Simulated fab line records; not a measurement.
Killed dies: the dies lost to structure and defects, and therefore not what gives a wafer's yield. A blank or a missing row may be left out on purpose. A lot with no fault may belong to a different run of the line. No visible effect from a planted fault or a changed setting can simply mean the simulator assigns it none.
Which tool is to blame? || flow sky130 || 36 wafers from 12 lots sampled at 6 of the route's 708 steps

== WHAT THE GAUGES READ, wafer by wafer ==
SKY_SD_N_OVL_MEAS_08. Usual: SD_N_OVL gives -0.4 nm (standard deviation 1.5).
{"lot": "L861", "measured": "day 27 17:22", "on": "overlay-02", "SD_N_OVL (nm)": "-0.2 -2.1 -0.8", "flag": ""}
{"lot": "L863", "measured": "day 28 14:31", "on": "overlay-01", "SD_N_OVL (nm)": "-2.7 -2.6 0.1", "flag": ""}
{"lot": "L867", "measured": "day 30 06:02", "on": "overlay-01", "SD_N_OVL (nm)": "1.7 -0.7 1.1", "flag": ""}
{"lot": "L869", "measured": "day 31 23:56", "on": "overlay-02", "SD_N_OVL (nm)": "-0.7 -1.2 -2.7", "flag": ""}
{"lot": "L871", "measured": "day 32 09:29", "on": "overlay-02", "SD_N_OVL (nm)": "1.2 -0.1 2.2", "flag": ""}
{"lot": "L872", "measured": "day 32 20:59", "on": "overlay-01", "SD_N_OVL (nm)": "-0.1 0.4 -0.5", "flag": ""}
{"lot": "L875", "measured": "day 33 06:05", "on": "overlay-02", "SD_N_OVL (nm)": "-0.7 -3.9 -1.3", "flag": ""}
{"lot": "L876", "measured": "day 33 10:38", "on": "overlay-02", "SD_N_OVL (nm)": "0.0 -0.7 -0.6", "flag": ""}
{"lot": "L878", "measured": "day 33 15:26", "on": "overlay-02", "SD_N_OVL (nm)": "-2.5 -1.6 -1.1", "flag": ""}
{"lot": "L881", "measured": "day 35 00:35", "on": "overlay-01", "SD_N_OVL (nm)": "-0.2 -1.3 1.5", "flag": ""}
{"lot": "L882", "measured": "day 35 02:29", "on": "overlay-01", "SD_N_OVL (nm)": "0.2 -0.6 -1.1", "flag": ""}
{"lot": "L883", "measured": "day 35 05:31", "on": "overlay-01", "SD_N_OVL (nm)": "-0.4 -1.6 -3.9", "flag": ""}

SKY_CONTACT_THK_MEAS_03. Usual: CONTACT_HDPCVD_THK gives 563 nm (standard deviation 6.2).
{"lot": "L861", "measured": "day 30 06:38", "on": "filmMetro-04", "CONTACT_HDPCVD_THK (nm)": "559 565 555", "flag": ""}
{"lot": "L863", "measured": "day 31 02:19", "on": "filmMetro-02", "CONTACT_HDPCVD_THK (nm)": "560 565 553", "flag": ""}
{"lot": "L867", "measured": "day 32 17:49", "on": "filmMetro-01", "CONTACT_HDPCVD_THK (nm)": "557 557 563", "flag": ""}
{"lot": "L869", "measured": "day 34 08:53", "on": "filmMetro-01", "CONTACT_HDPCVD_THK (nm)": "563 556 548", "flag": ""}
{"lot": "L871", "measured": "day 34 18:44", "on": "filmMetro-01", "CONTACT_HDPCVD_THK (nm)": "557 549 562", "flag": ""}
{"lot": "L872", "measured": "day 35 04:41", "on": "filmMetro-04", "CONTACT_HDPCVD_THK (nm)": "561 558 562", "flag": ""}
{"lot": "L875", "measured": "day 35 15:10", "on": "filmMetro-01", "CONTACT_HDPCVD_THK (nm)": "568 562 559", "flag": ""}
{"lot": "L876", "measured": "day 35 17:49", "on": "filmMetro-01", "CONTACT_HDPCVD_THK (nm)": "567 564 514", "flag": ""}
{"lot": "L878", "measured": "day 35 23:31", "on": "filmMetro-01", "CONTACT_HDPCVD_THK (nm)": "559 559 560", "flag": ""}
{"lot": "L881", "measured": "day 37 09:46", "on": "filmMetro-01", "CONTACT_HDPCVD_THK (nm)": "574 565 506", "flag": ""}
{"lot": "L882", "measured": "day 37 10:21", "on": "filmMetro-02", "CONTACT_HDPCVD_THK (nm)": "573 565 566", "flag": ""}
{"lot": "L883", "measured": "day 37 13:49", "on": "filmMetro-01", "CONTACT_HDPCVD_THK (nm)": "562 568 573", "flag": ""}

SKY_CONTACT_THK_MEAS_26: measures by xrf. Usual: CONTACT_W_THK gives 353 nm (standard deviation 6).
{"lot": "L861", "measured": "day 31 11:19", "on": "filmMetro-02", "CONTACT_W_THK (nm)": "349 349 347", "flag": ""}
{"lot": "L863", "measured": "day 32 06:57", "on": "filmMetro-02", "CONTACT_W_THK (nm)": "358 352 361", "flag": ""}
{"lot": "L867", "measured": "day 33 22:17", "on": "filmMetro-02", "CONTACT_W_THK (nm)": "355 350 359", "flag": ""}
{"lot": "L869", "measured": "day 35 12:37", "on": "filmMetro-01", "CONTACT_W_THK (nm)": "353 351 356", "flag": ""}
{"lot": "L871", "measured": "day 35 22:53", "on": "filmMetro-04", "CONTACT_W_THK (nm)": "343 351 344", "flag": ""}
{"lot": "L872", "measured": "day 36 08:49", "on": "filmMetro-01", "CONTACT_W_THK (nm)": "347 354 346", "flag": ""}
{"lot": "L875", "measured": "day 36 19:04", "on": "filmMetro-02", "CONTACT_W_THK (nm)": "359 351 367", "flag": ""}
{"lot": "L876", "measured": "day 36 21:47", "on": "filmMetro-01", "CONTACT_W_THK (nm)": "347 356 347", "flag": ""}
{"lot": "L878", "measured": "day 37 03:00", "on": "filmMetro-02", "CONTACT_W_THK (nm)": "357 360 353", "flag": ""}
{"lot": "L881", "measured": "day 38 12:26", "on": "filmMetro-04", "CONTACT_W_THK (nm)": "348 354 353", "flag": ""}
{"lot": "L882", "measured": "day 38 13:23", "on": "filmMetro-04", "CONTACT_W_THK (nm)": "354 358 352", "flag": ""}
{"lot": "L883", "measured": "day 38 17:06", "on": "filmMetro-02", "CONTACT_W_THK (nm)": "352 364 358", "flag": ""}

== WHAT TOOL EACH LOT RAN ON (gives the tool, then ch and the chambers of the sampled wafers, and finally the start) ==
{"lot": "L861", "SKY_LOCAL_INTERCONNECT_SPUTTER_00": "pvdSputter-04, day 29 01:02", "SKY_CONTACT_HDPCVD_02": "hdpcvd-01 ch 1,2, day 30 06:34", "SKY_CONTACT_CMP_04": "cmp-01 ch 0,1,3, day 30 06:47"}
{"lot": "L863", "SKY_LOCAL_INTERCONNECT_SPUTTER_00": "pvdSputter-01, day 29 21:53", "SKY_CONTACT_HDPCVD_02": "hdpcvd-02 ch 0,1, day 31 02:15", "SKY_CONTACT_CMP_04": "cmp-02 ch 0,3, day 31 02:23"}
{"lot": "L867", "SKY_LOCAL_INTERCONNECT_SPUTTER_00": "pvdSputter-01, day 31 13:12", "SKY_CONTACT_HDPCVD_02": "hdpcvd-01 ch 0,1,2, day 32 17:44", "SKY_CONTACT_CMP_04": "cmp-01 ch 2,3, day 32 17:52"}
{"lot": "L869", "SKY_LOCAL_INTERCONNECT_SPUTTER_00": "pvdSputter-04, day 33 05:55", "SKY_CONTACT_HDPCVD_02": "hdpcvd-02 ch 0,1,2, day 34 08:49", "SKY_CONTACT_CMP_04": "cmp-01 ch 0,1, day 34 08:58"}
{"lot": "L871", "SKY_LOCAL_INTERCONNECT_SPUTTER_00": "pvdSputter-04, day 33 16:27", "SKY_CONTACT_HDPCVD_02": "hdpcvd-02 ch 0,1, day 34 18:39", "SKY_CONTACT_CMP_04": "cmp-02 ch 1,2,3, day 34 18:47"}
{"lot": "L872", "SKY_LOCAL_INTERCONNECT_SPUTTER_00": "pvdSputter-01, day 34 02:02", "SKY_CONTACT_HDPCVD_02": "hdpcvd-02 ch 1,2, day 35 04:35", "SKY_CONTACT_CMP_04": "cmp-02 ch 1,2,3, day 35 04:49"}
{"lot": "L875", "SKY_LOCAL_INTERCONNECT_SPUTTER_00": "pvdSputter-01, day 34 12:20", "SKY_CONTACT_HDPCVD_02": "hdpcvd-02 ch 0,1, day 35 15:05", "SKY_CONTACT_CMP_04": "cmp-01 ch 0,1,3, day 35 15:13"}
{"lot": "L876", "SKY_LOCAL_INTERCONNECT_SPUTTER_00": "pvdSputter-03, day 34 14:33", "SKY_CONTACT_HDPCVD_02": "hdpcvd-02 ch 1,2, day 35 17:44", "SKY_CONTACT_CMP_04": "cmp-02 ch 1,2,3, day 35 18:01"}
{"lot": "L878", "SKY_LOCAL_INTERCONNECT_SPUTTER_00": "pvdSputter-01, day 34 19:19", "SKY_CONTACT_HDPCVD_02": "hdpcvd-01 ch 0,1,2, day 35 23:25", "SKY_CONTACT_CMP_04": "cmp-01 ch 0,3, day 35 23:33"}
{"lot": "L881", "SKY_LOCAL_INTERCONNECT_SPUTTER_00": "pvdSputter-04, day 36 06:47", "SKY_CONTACT_HDPCVD_02": "hdpcvd-02 ch 0,1,2, day 37 09:42", "SKY_CONTACT_CMP_04": "cmp-02 ch 1,2, day 37 09:53"}
{"lot": "L882", "SKY_LOCAL_INTERCONNECT_SPUTTER_00": "pvdSputter-01, day 36 07:58", "SKY_CONTACT_HDPCVD_02": "hdpcvd-01 ch 1,2, day 37 10:17", "SKY_CONTACT_CMP_04": "cmp-01 ch 2,3, day 37 10:28"}
{"lot": "L883", "SKY_LOCAL_INTERCONNECT_SPUTTER_00": "pvdSputter-01, day 36 11:02", "SKY_CONTACT_HDPCVD_02": "hdpcvd-01 ch 0,1,2, day 37 13:45", "SKY_CONTACT_CMP_04": "cmp-02 ch 2,3, day 37 13:53"}
- SKY_LOCAL_INTERCONNECT_SPUTTER_00: material TiN, target thk 100 nm, time 83.3 s.
- SKY_CONTACT_HDPCVD_02: deposits SiO2, target thk 565 nm, time 94.2 s.
- SKY_CONTACT_CMP_04: polishes SiO2.

== AS READ BY THE TOOLS THEMSELVES (means over the sampled wafers that have a number; for cases with no such wafer, the mark the record gives instead) ==
SKY_LOCAL_INTERCONNECT_SPUTTER_00. Usual: 29.6 % for throttleValvePct, sd 0.88.
{"lot": "L861", "tool": "pvdSputter-04", "throttleValvePct (%)": 30.4, "flag": ""}
{"lot": "L863", "tool": "pvdSputter-01", "throttleValvePct (%)": 29.6, "flag": ""}
{"lot": "L867", "tool": "pvdSputter-01", "throttleValvePct (%)": 29.5, "flag": ""}
{"lot": "L869", "tool": "pvdSputter-04", "throttleValvePct (%)": 30.4, "flag": ""}
{"lot": "L871", "tool": "pvdSputter-04", "throttleValvePct (%)": 30.5, "flag": ""}
{"lot": "L872", "tool": "pvdSputter-01", "throttleValvePct (%)": 29.6, "flag": ""}
{"lot": "L875", "tool": "pvdSputter-01", "throttleValvePct (%)": 29.7, "flag": ""}
{"lot": "L876", "tool": "pvdSputter-03", "throttleValvePct (%)": 29.9, "flag": ""}
{"lot": "L878", "tool": "pvdSputter-01", "throttleValvePct (%)": 29.3, "flag": ""}
{"lot": "L881", "tool": "pvdSputter-04", "throttleValvePct (%)": 30.3, "flag": ""}
{"lot": "L882", "tool": "pvdSputter-01", "throttleValvePct (%)": 30.3, "flag": ""}
{"lot": "L883", "tool": "pvdSputter-01", "throttleValvePct (%)": 29.5, "flag": ""}

SKY_CONTACT_HDPCVD_02. Usual: 121.9 s for runLengthS, sd 0.59.
{"lot": "L861", "tool": "hdpcvd-01", "runLengthS (s)": 121.7, "flag": ""}
{"lot": "L863", "tool": "hdpcvd-02", "runLengthS (s)": 122.2, "flag": ""}
{"lot": "L867", "tool": "hdpcvd-01", "runLengthS (s)": 121.6, "flag": ""}
{"lot": "L869", "tool": "hdpcvd-02", "runLengthS (s)": 122.3, "flag": ""}
{"lot": "L871", "tool": "hdpcvd-02", "runLengthS (s)": 122.6, "flag": ""}
{"lot": "L872", "tool": "hdpcvd-02", "runLengthS (s)": 121.9, "flag": ""}
{"lot": "L875", "tool": "hdpcvd-02", "runLengthS (s)": 122.4, "flag": ""}
{"lot": "L876", "tool": "hdpcvd-02", "runLengthS (s)": 119.2, "flag": "OFF"}
{"lot": "L878", "tool": "hdpcvd-01", "runLengthS (s)": 121.9, "flag": ""}
{"lot": "L881", "tool": "hdpcvd-02", "runLengthS (s)": 119.6, "flag": "OFF"}
{"lot": "L882", "tool": "hdpcvd-01", "runLengthS (s)": 121.6, "flag": ""}
{"lot": "L883", "tool": "hdpcvd-01", "runLengthS (s)": 121.6, "flag": ""}

SKY_CONTACT_CMP_04. Usual: motorCurrentA 11.6 A, standard deviation 0.78; slurryFlowMlMin 150.0, standard deviation 0.5; timeToEndpointS 79 s, standard deviation 4.3.
{"lot": "L861", "tool": "cmp-01", "motorCurrentA (A)": 11.4, "slurryFlowMlMin": 150.0, "timeToEndpointS (s)": 80, "flag": ""}
{"lot": "L863", "tool": "cmp-02", "motorCurrentA (A)": 11.1, "slurryFlowMlMin": 150.3, "timeToEndpointS (s)": 74, "flag": ""}
{"lot": "L867", "tool": "cmp-01", "motorCurrentA (A)": 12.6, "slurryFlowMlMin": 149.5, "timeToEndpointS (s)": 80, "flag": ""}
{"lot": "L869", "tool": "cmp-01", "motorCurrentA (A)": 11.2, "slurryFlowMlMin": 150.0, "timeToEndpointS (s)": 79, "flag": ""}
{"lot": "L871", "tool": "cmp-02", "motorCurrentA (A)": 11.1, "slurryFlowMlMin": 150.3, "timeToEndpointS (s)": 81, "flag": ""}
{"lot": "L872", "tool": "cmp-02", "motorCurrentA (A)": 11.0, "slurryFlowMlMin": 149.7, "timeToEndpointS (s)": 78, "flag": ""}
{"lot": "L875", "tool": "cmp-01", "motorCurrentA (A)": 11.8, "slurryFlowMlMin": 149.9, "timeToEndpointS (s)": 81, "flag": ""}
{"lot": "L876", "tool": "cmp-02", "motorCurrentA (A)": 11.4, "slurryFlowMlMin": 150.2, "timeToEndpointS (s)": 73, "flag": ""}
{"lot": "L878", "tool": "cmp-01", "motorCurrentA (A)": 11.5, "slurryFlowMlMin": 149.9, "timeToEndpointS (s)": 77, "flag": ""}
{"lot": "L881", "tool": "cmp-02", "motorCurrentA (A)": 11.6, "slurryFlowMlMin": 149.9, "timeToEndpointS (s)": 72, "flag": ""}
{"lot": "L882", "tool": "cmp-01", "motorCurrentA (A)": 12.4, "slurryFlowMlMin": 149.9, "timeToEndpointS (s)": 83, "flag": ""}
{"lot": "L883", "tool": "cmp-02", "motorCurrentA (A)": 11.5, "slurryFlowMlMin": 150.1, "timeToEndpointS (s)": 79, "flag": ""}

== THE ANSWER, worked out from the rows above alone ==
Rule: lot off if the mean of its wafers having a number is beyond 3 standard deviations from the usual mean. Also off: a lot with no number at a reading for which 4 or more lots have one. All remaining lots with rows at the step are treated as sound. First the gauges in route order, then the tools' own readings, where a lot's mean is used as printed above. At the first step where some lot is off, the reading lying furthest off is the one used; lots without a number count as furthest.
Off, at SKY_CONTACT_HDPCVD_02 on runLengthS: L876, L881.
If a tool, at that step or one of the process steps before it, ran each lot that is off and ran no sound lot following the first of them, it fits. One fits: SKY_CONTACT_HDPCVD_02 on hdpcvd-02. A fault onset in the window from L875 (day 35 15:05, its last sound lot) to L876 (day 35 17:44, its first lot off) fits.
The tool's own readings at SKY_CONTACT_HDPCVD_02 bear it out: on the lots that are off they differ by more than 5 times the standard deviation of the sound lots' means. runLengthS reads 119.4 s there against 122.0 s on the sound lots.

== WHAT THE SIMULATOR HAD INSERTED ==
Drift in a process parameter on hdpcvd-02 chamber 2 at SKY_CONTACT_HDPCVD_02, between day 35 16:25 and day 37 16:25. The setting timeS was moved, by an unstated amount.
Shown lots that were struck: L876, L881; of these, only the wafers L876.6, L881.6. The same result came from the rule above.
